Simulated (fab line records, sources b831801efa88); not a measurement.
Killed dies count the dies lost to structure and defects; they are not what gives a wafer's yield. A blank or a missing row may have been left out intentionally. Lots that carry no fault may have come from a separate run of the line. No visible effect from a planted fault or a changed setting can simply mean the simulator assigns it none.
Chamber matching    flow sky130    4 sister chambers for SKY_FIELD_ISO_CMP_27 on cmp-02
The step polishes, stops on Si3N4, t overpolish 16 s, target thk 457.8 nm. 4 wafers are shown with their chamber, then 7 later ones without.

WAFERS WITH THEIR CHAMBER
wafer   chamber  motor-current-A (A)
L917.4  1        14.5
L923.4  3        11.6
L920.3  0        13.0
L920.4  2        11.2

WAFERS WITH NO CHAMBER GIVEN
wafer   motor-current-A (A)
L920.6  14.5
L922.2  12.3
L922.3  13.7
L922.4  10.6
L919.2  11.3
L919.5  12.1
L919.6  10.9

CHAMBER TAKEN BY EACH
wafer   from the rows above           in truth
L920.6  1                             1
L922.2  can't be placed: 0 or 3 or 2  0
L922.3  can't be placed: 0 or 1       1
L922.4  can't be placed: 2 or 3       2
L919.2  can't be placed: 2 or 3       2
L919.5  can't be placed: 3 or 0 or 2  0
L919.6  can't be placed: 2 or 3       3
Placed correctly: 1 of 7. Can't be placed from these rows: 6 (the true chamber is among the candidates in 6). Placed wrongly: 0.
How it was worked out, from the rows above alone: a wafer's distance from a chamber is the root of the sum, over the readings, of the square of ((its reading less the chamber's mean) divided by the reading's scatter). If the next closest chamber is less than 2 further off than the closest, the wafer can't be placed; otherwise it belongs to the closest. Each chamber's mean is taken over the wafers shown for it. The scatter (one wafer shown for each chamber): square how far every hidden wafer sits from the nearest shown wafer, average those squares and take the square root.
